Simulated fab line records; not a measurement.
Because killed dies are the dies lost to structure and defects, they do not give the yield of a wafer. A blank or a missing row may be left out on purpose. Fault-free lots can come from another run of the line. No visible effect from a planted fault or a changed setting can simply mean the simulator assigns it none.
What tool caused it? | flow sky130 | Sampling: 12 lots, 36 wafers, 4 of 708 route steps

## WHAT THE GAUGES SHOWED, per wafer
SKY_METAL5_THK_MEAS_06: measures by xrf. Usual: METAL5_ALCU_THK typically reads 1132 nm, with standard deviation 14.
lot  | measured     | on            | METAL5_ALCU_THK (nm) | flag
L241 | day 43 19:13 | film_metro-02 | 1130 1115 1129       |
L242 | day 44 02:04 | film_metro-04 | 1143 1143 1130       |
L244 | day 44 00:58 | film_metro-02 | 1138 1130 1142       |
L248 | day 44 22:53 | film_metro-03 | 1150 1153 1153       |
L250 | day 45 05:17 | film_metro-04 | 1128 1125 1127       |
L251 | day 45 13:08 | film_metro-03 | 1150 1163 1162       |
L256 | day 46 13:36 | film_metro-04 | 1109 1114 1123       |
L258 | day 47 09:08 | film_metro-04 | 1130 1134 1124       |
L259 | day 48 01:37 | film_metro-03 | 1162 1170 1157       |
L262 | day 48 05:01 | film_metro-04 | 1126 1140 1123       |
L263 | day 48 07:26 | film_metro-02 | 1123 1139 1131       |
L264 | day 48 16:15 | film_metro-04 | 1120 1130 1126       |

SKY_PASSIVATION_THK_MEAS_03. Usual: PASSIVATION_CVD_02_THK typically reads 541 nm, with standard deviation 6.8.
lot  | measured     | on            | PASSIVATION_CVD_02_THK (nm) | flag
L241 | day 44 18:23 | film_metro-04 | 536 540 542                 |
L242 | day 45 06:50 | film_metro-03 | 542 540 546                 |
L244 | day 45 00:10 | film_metro-03 | 537 529 544                 |
L248 | day 45 20:04 | film_metro-04 | 528 532 542                 |
L250 | day 46 02:07 | film_metro-03 | 543 547 547                 |
L251 | day 46 10:26 | film_metro-01 | 534 550 548                 |
L256 | day 47 11:35 | film_metro-04 | 549 555 553                 |
L258 | day 48 06:11 | film_metro-03 | 539 548 553                 |
L259 | day 48 20:54 | film_metro-04 | 544 538 546                 |
L262 | day 49 00:05 | film_metro-03 | 541 532 555                 |
L263 | day 49 02:32 | film_metro-01 | 540 544 548                 |
L264 | day 49 10:41 | film_metro-04 | 538 542 547                 |

## WHAT TOOL EACH LOT RAN ON (gives the tool, then ch and the chambers of the sampled wafers, and finally the start)
lot  | SKY_FIELD_ISO_ETCH_14             | SKY_METAL4_METAL_ETCH_18
L241 | rie_diel-01 ch 1,2,3, day 2 05:04 | rie_metal-01 ch 0, day 42 17:03
L242 | rie_diel-04 ch 0,1,2, day 2 10:34 | rie_metal-01 ch 0, day 42 23:58
L244 | rie_diel-04 ch 1,3, day 2 21:01   | rie_metal-04 ch 0,1, day 42 22:51
L248 | rie_diel-04 ch 1,2,3, day 3 19:04 | rie_metal-01 ch 0,1, day 43 21:45
L250 | rie_diel-04 ch 0,2, day 4 03:40   | rie_metal-02 ch 0,1, day 44 04:06
L251 | rie_diel-02 ch 0,1,3, day 4 09:46 | rie_metal-04 ch 1, day 44 12:45
L256 | rie_diel-02 ch 0,1, day 5 10:25   | rie_metal-01 ch 0,1, day 45 13:25
L258 | rie_diel-01 ch 0,1,3, day 5 22:07 | rie_metal-02 ch 1, day 46 09:06
L259 | rie_diel-02 ch 0,3, day 6 03:19   | rie_metal-04 ch 0,1, day 47 03:36
L262 | rie_diel-02 ch 1,2, day 6 18:04   | rie_metal-01 ch 1, day 47 06:15
L263 | rie_diel-01 ch 0,2, day 6 22:55   | rie_metal-02 ch 0,1, day 47 09:09
L264 | rie_diel-04 ch 1,2,3, day 7 05:01 | rie_metal-02 ch 0,1, day 47 19:28
- SKY_FIELD_ISO_ETCH_14: etches BARC in N2/H2, stops on SiO2, time 45.9 s, target depth 60 nm.
- SKY_METAL4_METAL_ETCH_18: etches the open film in Cl2/BCl3, stops on SiO2, target depth 845 nm, time 183.1 s.

## WHAT THE TOOLS THEMSELVES READ (means of the sampled wafers that have a number; where no wafer has one, the mark that the record gives instead)
SKY_FIELD_ISO_ETCH_14. Usual: drypump_motor_current_A 5.83 A, standard deviation 0.27; oes_product_au 0.855 a.u., standard deviation 0.0051; throttle_valve_pct 13.224 %, standard deviation 0.0087.
lot  | tool        | drypump_motor_current_A (A) | oes_product_au (a.u.) | throttle_valve_pct (%) | flag
L241 | rie_diel-01 | 5.70                        | 0.856                 | 13.223                 |
L242 | rie_diel-04 | 5.99                        | 0.855                 | 13.226                 |
L244 | rie_diel-04 | 5.70                        | 0.851                 | 13.218                 |
L248 | rie_diel-04 | 5.77                        | 0.852                 | 13.224                 |
L250 | rie_diel-04 | 6.30                        | 0.855                 | 13.221                 |
L251 | rie_diel-02 | 5.77                        | 0.862                 | 13.225                 |
L256 | rie_diel-02 | 5.90                        | 0.855                 | 13.229                 |
L258 | rie_diel-01 | 5.58                        | 0.856                 | 13.227                 |
L259 | rie_diel-02 | 5.82                        | 0.854                 | 13.220                 |
L262 | rie_diel-02 | 5.84                        | 0.850                 | 13.219                 |
L263 | rie_diel-01 | 5.89                        | 0.854                 | 13.220                 |
L264 | rie_diel-04 | 5.77                        | 0.851                 | 13.226                 |

SKY_METAL4_METAL_ETCH_18. Usual: drypump_motor_current_A 6.0 A, standard deviation 0.46; he_backside_leak_sccm 3.41 sccm, standard deviation 0.25; oes_product_au 0.866 a.u., standard deviation 0.0064; throttle_valve_pct 22.263 %, standard deviation 0.0089.
lot  | tool         | drypump_motor_current_A (A) | he_backside_leak_sccm (sccm) | oes_product_au (a.u.) | throttle_valve_pct (%) | flag
L241 | rie_metal-01 | 6.0                         | 3.44                         | 0.862                 | 22.266                 |
L242 | rie_metal-01 | 6.0                         | 3.31                         | 0.872                 | 22.261                 |
L244 | rie_metal-04 | 6.4                         | 3.52                         | 0.865                 | 22.269                 |
L248 | rie_metal-01 | 6.3                         | 3.40                         | 0.874                 | 22.261                 |
L250 | rie_metal-02 | 5.2                         | 3.19                         | 0.860                 | 22.265                 |
L251 | rie_metal-04 | 6.5                         | 3.47                         | 0.860                 | 22.261                 |
L256 | rie_metal-01 | 6.3                         | 3.97                         | 0.863                 | 22.269                 |
L258 | rie_metal-02 | 5.7                         | 3.39                         | 0.863                 | 22.262                 |
L259 | rie_metal-04 | 6.4                         | 3.59                         | 0.868                 | 22.267                 |
L262 | rie_metal-01 | 6.4                         | 3.46                         | 0.862                 | 22.265                 |
L263 | rie_metal-02 | 5.2                         | 3.09                         | 0.864                 | 22.266                 |
L264 | rie_metal-02 | 5.2                         | 3.20                         | 0.874                 | 22.261                 |

## THE ANSWER, worked out from the rows above alone
Rule: a lot is off if the mean of its wafers that have a number lies more than 3 standard deviations from the usual mean. Also off: a lot with no number at a reading for which 4 or more lots have one. The other lots that the step has rows for count as sound. Order of review: gauges by route order, followed by the tools' own readings, for which a lot's mean as printed above is used. The first step at which some lot is off is used, and at that step the reading that is off furthest; a lot without a number counts as furthest.
No lot is off at any reading shown: from this, nothing can be told.

## WHAT THE SIMULATOR HAD INSERTED
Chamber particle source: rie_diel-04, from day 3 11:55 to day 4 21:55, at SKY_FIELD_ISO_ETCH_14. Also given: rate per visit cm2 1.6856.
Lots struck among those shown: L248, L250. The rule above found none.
